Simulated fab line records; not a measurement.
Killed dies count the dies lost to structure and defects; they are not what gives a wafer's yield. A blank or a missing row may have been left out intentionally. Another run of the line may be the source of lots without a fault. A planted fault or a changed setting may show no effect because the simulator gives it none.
Chamber matching ; flow gf180mcu ; 4 sister chambers for GF_CONTACT_ETCH_16 on rie diel-04
The step etches BARC in N2/H2. 4 wafers are shown with their chamber, then 8 later ones without.

WAFERS WITH THEIR CHAMBER
wafer;chamber;throttle valve pct (%)
L921.5;2;13.227
L922.3;1;13.244
L930.4;0;13.220
L932.1;3;13.242

WAFERS WITH NO CHAMBER GIVEN
wafer;throttle valve pct (%)
L932.4;13.207
L932.6;13.240
L933.1;13.242
L933.3;13.227
L933.5;13.227
L938.1;13.232
L938.5;13.220
L938.6;13.221

WHICH CHAMBER EACH ONE RAN IN
wafer;from the rows above;in truth
L932.4;can't be placed: 0 or 2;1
L932.6;can't be placed: 3 or 1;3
L933.1;can't be placed: 3 or 1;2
L933.3;can't be placed: 2 or 0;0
L933.5;can't be placed: 2 or 0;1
L938.1;can't be placed: 2 or 3 or 0 or 1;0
L938.5;can't be placed: 0 or 2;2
L938.6;can't be placed: 0 or 2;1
Correctly placed: 0 of 8. Cannot be placed on the basis of these rows: 8; the candidates contain the true chamber in 4. Placed wrongly: 0.
How it was worked out, from the rows above alone: a wafer's distance from a chamber is the root of the sum, over the readings, of the square of ((its reading less the chamber's mean) divided by the reading's scatter). If the next closest chamber is less than 2 further off than the closest, the wafer can't be placed; otherwise it belongs to the closest. For every chamber, the mean is computed from those of its wafers that are shown. The scatter: root of mean squared gap, hidden wafer to nearest shown wafer, with one shown wafer a chamber.
